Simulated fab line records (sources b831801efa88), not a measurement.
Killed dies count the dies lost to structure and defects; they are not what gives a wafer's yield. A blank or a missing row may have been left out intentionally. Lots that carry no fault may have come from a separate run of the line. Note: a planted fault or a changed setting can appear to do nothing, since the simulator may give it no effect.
What tool caused it? -- flow gf180mcu -- 14 lots with 42 wafers sampled at 5 steps, on a route of 602 steps

WHAT EACH GAUGE READ, for each wafer
GF_STI_THK_MEAS_30.
lot,measured,on,STI_OXIDATION_02_THK (nm)
L290,day 2 06:14,film_metro-04,9.80 10.02 9.84
L292,day 2 18:20,film_metro-01,9.43 9.55 9.61
L293,day 2 23:22,film_metro-04,10.12 10.05 10.01
L294,day 3 04:45,film_metro-04,10.04 9.89 10.01
L296,day 3 15:10,film_metro-01,9.90 9.86 10.00
L297,day 3 19:44,film_metro-01,9.56 9.63 9.71
L303,day 5 00:58,film_metro-04,11.23 11.22 11.17
L304,day 5 05:31,film_metro-04,11.46 11.35 11.24
L305,day 5 11:55,film_metro-01,11.44 11.17 11.21
L306,day 5 15:37,film_metro-04,9.85 9.78 10.07
L309,day 6 10:20,film_metro-01,10.03 9.87 9.92
L311,day 6 18:43,film_metro-04,9.89 9.92 10.07
L312,day 6 23:05,film_metro-04,9.73 9.87 9.94
L313,day 7 07:28,film_metro-04,9.83 9.95 9.80

GF_DUAL_GATE_THK_MEAS_03.
lot,measured,on,DUAL_GATE_OXIDATION_00_THK (nm)
L290,day 7 16:32,film_metro-04,11.03 11.03 11.01
L292,day 8 07:24,film_metro-01,10.84 10.86 10.88
L293,day 8 15:42,film_metro-01,11.01 10.92 10.86
L294,day 8 21:02,film_metro-01,10.74 10.82 10.92
L296,day 9 11:04,film_metro-04,10.93 11.11 10.95
L297,day 9 17:31,film_metro-01,11.25 11.15 11.25
L303,day 11 05:44,film_metro-01,11.22 11.30 11.14
L304,day 11 13:24,film_metro-04,11.21 11.36 10.95
L305,day 11 22:58,film_metro-01,10.99 10.99 10.94
L306,day 12 05:13,film_metro-02,11.19 11.13 11.13
L309,day 13 03:08,film_metro-04,11.08 11.03 11.33
L311,day 13 15:03,film_metro-01,11.10 11.07 11.10
L312,day 13 21:16,film_metro-01,11.30 11.05 11.28
L313,day 14 07:05,film_metro-01,11.14 11.09 11.19

GF_HV_LDD_OVL_MEAS_20.
lot,measured,on,HV_LDD_01_OVL (nm)
L290,day 10 22:08,overlay-02,-0.6 -0.9 0.0
L292,day 11 16:25,overlay-02,0.8 -2.0 -0.9
L293,day 11 23:25,overlay-01,0.0 -0.4 0.4
L294,day 12 03:31,overlay-02,1.4 -0.3 -1.0
L296,day 12 22:19,overlay-02,-2.4 -1.3 -1.7
L297,day 13 02:37,overlay-01,-0.5 1.0 -0.1
L303,day 14 19:54,overlay-02,0.2 -0.5 0.3
L304,day 15 06:13,overlay-02,1.7 3.2 2.5
L305,day 15 14:53,overlay-02,1.3 2.5 1.0
L306,day 15 20:55,overlay-01,-0.9 -0.9 -1.8
L309,day 16 23:52,overlay-01,1.6 1.3 2.0
L311,day 17 11:49,overlay-01,2.5 2.1 3.3
L312,day 17 21:31,overlay-02,0.3 1.3 2.2
L313,day 18 06:34,overlay-01,-0.2 1.0 -0.4

GF_PSD_CD_MEAS_07: the cd target is 400 nm.
lot,measured,on,cd_nm (nm)
L290,day 14 07:10,cd_sem-01,395.3 396.7 397.9
L292,day 15 04:44,cd_sem-02,398.7 397.9 397.6
L293,day 15 13:08,cd_sem-02,397.0 397.7 399.0
L294,day 15 17:55,cd_sem-01,396.9 400.4 399.5
L296,day 16 15:24,cd_sem-01,395.3 399.1 398.1
L297,day 16 19:28,cd_sem-01,397.7 399.0 396.7
L303,day 18 20:13,cd_sem-02,402.4 404.8 404.1
L304,day 19 06:28,cd_sem-02,397.7 398.8 396.2
L305,day 19 16:25,cd_sem-02,399.4 399.0 398.0
L306,day 20 00:17,cd_sem-01,398.7 400.9 399.1
L309,day 21 03:21,cd_sem-01,398.7 399.0 397.5
L311,day 21 16:49,cd_sem-01,403.0 403.5 404.9
L312,day 22 02:35,cd_sem-02,400.8 400.1 400.5
L313,day 22 11:25,cd_sem-01,398.7 396.7 399.7

TOOL THAT RAN EACH LOT (tool first, then ch and the chambers of the sampled wafers, then the start)
lot,GF_STI_OXIDATION_29
L290,"furnace-02 ch 0, day 2 04:49"
L292,"furnace-02 ch 0, day 2 16:56"
L293,"furnace-01 ch 0, day 2 21:58"
L294,"furnace-01 ch 0, day 3 03:20"
L296,"furnace-02 ch 0, day 3 13:46"
L297,"furnace-01 ch 0, day 3 18:20"
L303,"furnace-01 ch 0, day 4 23:34"
L304,"furnace-01 ch 0, day 5 04:07"
L305,"furnace-01 ch 0, day 5 10:31"
L306,"furnace-02 ch 0, day 5 14:13"
L309,"furnace-02 ch 0, day 6 08:55"
L311,"furnace-02 ch 0, day 6 17:19"
L312,"furnace-02 ch 0, day 6 21:42"
L313,"furnace-02 ch 0, day 7 06:03"
- GF_STI_OXIDATION_29: stabilise 600 s, purge 300 s, target thk 10 nm.

AS READ BY THE TOOLS THEMSELVES (means over the sampled wafers that have a number; for cases with no such wafer, the mark the record gives instead)
GF_STI_OXIDATION_29.
lot,tool,spike_tc_centre_C (C),zone_power_upper_pct (%)
L290,furnace-02,898.8,17.4
L292,furnace-02,897.7,17.4
L293,furnace-01,900.8,16.3
L294,furnace-01,900.1,16.1
L296,furnace-02,898.9,17.6
L297,furnace-01,901.5,15.9
L303,furnace-01,898.8,16.2
L304,furnace-01,899.9,15.9
L305,furnace-01,899.7,16.1
L306,furnace-02,899.1,17.3
L309,furnace-02,898.9,17.5
L311,furnace-02,899.4,17.5
L312,furnace-02,899.3,17.5
L313,furnace-02,899.6,17.5

THE ANSWER, worked out from the rows above alone
Rule: what is usual is taken from the lots themselves. The widest of any qualifying gaps counts: lots, ordered by their means at a reading, are off when they make up no more than a third of the lots, leave a main group of 4 or more, and stand apart from it by 3 or more times the standard deviation of that group's means. A main group is skipped when, at the precision printed for the reading in the tables above, its means are all equal. A lot without any number at a reading at which 4 lots or more have one is off too. Any other lot the step has rows for is counted as sound. The gauges are gone through in route order, then the tools' own readings, and for those a lot's mean is taken as printed above. At the first step where some lot is off, the reading lying furthest off is the one used; lots without a number count as furthest.
Off: at GF_STI_THK_MEAS_30 (STI_OXIDATION_02_THK), L303, L304, L305. The main group: mean 9.87 nm, standard deviation 0.15.
A tool fits if, at a process step before that reading, it ran every lot that is off, and no sound lot after the first of them. Gauges at GF_STI_THK_MEAS_30: tried the same way as those tools. One fits: furnace-01 at GF_STI_OXIDATION_29. A fault onset in the window from L297 (day 3 18:20, its last sound lot) to L303 (day 4 23:34, its first lot off) fits.

WHAT HAD BEEN PUT IN BY THE SIMULATOR
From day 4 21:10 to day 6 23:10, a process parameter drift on furnace-01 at GF_STI_OXIDATION_29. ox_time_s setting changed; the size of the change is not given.
Lots struck among those shown: L303, L304, L305. The rule above reached the same finding.
